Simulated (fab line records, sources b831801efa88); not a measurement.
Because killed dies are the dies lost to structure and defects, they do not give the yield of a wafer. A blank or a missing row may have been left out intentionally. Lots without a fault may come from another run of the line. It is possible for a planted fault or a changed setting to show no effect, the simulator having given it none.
Which tool was responsible? :: flow sky130 :: 6 lots with 18 wafers sampled at 4 steps, on a route of 708 steps

== WHAT EACH GAUGE READ, for each wafer ==
SKY_RES_XHIGH_TW_MEAS_09.
lot: L712
measured: day 28 07:37
on: film metro-04
RES_XHIGH_TW: 1661 1659 1661

lot: L716
measured: day 30 03:07
on: film metro-01
RES_XHIGH_TW: 1636 1635 1629

lot: L717
measured: day 30 09:40
on: film metro-01
RES_XHIGH_TW: 1630 1626 1632

lot: L725
measured: day 32 13:17
on: film metro-04
RES_XHIGH_TW: 1654 1657 1647

lot: L729
measured: day 33 14:08
on: film metro-01
RES_XHIGH_TW: 1653 1646 1650

lot: L730
measured: day 33 21:25
on: film metro-04
RES_XHIGH_TW: 1638 1636 1650

== TOOL THAT RAN EACH LOT (tool first, then ch and the chambers of the sampled wafers, then the start) ==
lot: L712
SKY_POLY_CUT_ETCH_11: rie diel-02 ch 0,1,3, day 25 21:40
SKY_POLY_CUT_STRIP_12: plasma asher-03 ch 0,1, day 25 21:42
SKY_RES_XHIGH_EXPOSE_04: iline stepper-01 ch 0, day 27 17:46

lot: L716
SKY_POLY_CUT_ETCH_11: rie diel-03 ch 1,3, day 27 19:10
SKY_POLY_CUT_STRIP_12: plasma asher-01 ch 0,1, day 27 19:12
SKY_RES_XHIGH_EXPOSE_04: iline stepper-02 ch 0, day 29 14:10

lot: L717
SKY_POLY_CUT_ETCH_11: rie diel-03 ch 1,2, day 28 01:52
SKY_POLY_CUT_STRIP_12: plasma asher-02 ch 0,1, day 28 01:56
SKY_RES_XHIGH_EXPOSE_04: iline stepper-02 ch 0, day 29 20:04

lot: L725
SKY_POLY_CUT_ETCH_11: rie diel-03 ch 0,1,2, day 30 05:04
SKY_POLY_CUT_STRIP_12: plasma asher-03 ch 1, day 30 05:06
SKY_RES_XHIGH_EXPOSE_04: iline stepper-02 ch 0, day 31 23:31

lot: L729
SKY_POLY_CUT_ETCH_11: rie diel-03 ch 1,2,3, day 31 08:13
SKY_POLY_CUT_STRIP_12: plasma asher-02 ch 0,1, day 31 08:15
SKY_RES_XHIGH_EXPOSE_04: iline stepper-01 ch 0, day 33 00:46

lot: L730
SKY_POLY_CUT_ETCH_11: rie diel-02 ch 1,2,3, day 31 14:52
SKY_POLY_CUT_STRIP_12: plasma asher-02 ch 0,1, day 31 14:54
SKY_RES_XHIGH_EXPOSE_04: iline stepper-02 ch 0, day 33 07:50
- SKY_POLY_CUT_ETCH_11: etches Si3N4 in CF4/CH2F2/Ar, stops on poly-Si, time 42.5 s, target depth 60 nm.
- SKY_POLY_CUT_STRIP_12: strips in O2/N2.
- SKY_RES_XHIGH_EXPOSE_04: exposes mask URPM, target cd 1270 nm.

== THE ANSWER, worked out from the rows above alone ==
Rule: usual is defined by the lots themselves. The widest of any qualifying gaps counts: lots, ordered by their means at a reading, are off when they make up no more than a third of the lots, leave a main group of 4 or more, and stand apart from it by 3 or more times the standard deviation of that group's means. If all means in a main group match to the digits the tables above print for the reading, that group is not used. Also off: a lot with no number at a reading for which 4 or more lots have one. Any other lot the step has rows for is counted as sound.
No lot is off on any of the readings shown, so nothing can be concluded from this.

== WHAT THE SIMULATOR HAD INSERTED ==
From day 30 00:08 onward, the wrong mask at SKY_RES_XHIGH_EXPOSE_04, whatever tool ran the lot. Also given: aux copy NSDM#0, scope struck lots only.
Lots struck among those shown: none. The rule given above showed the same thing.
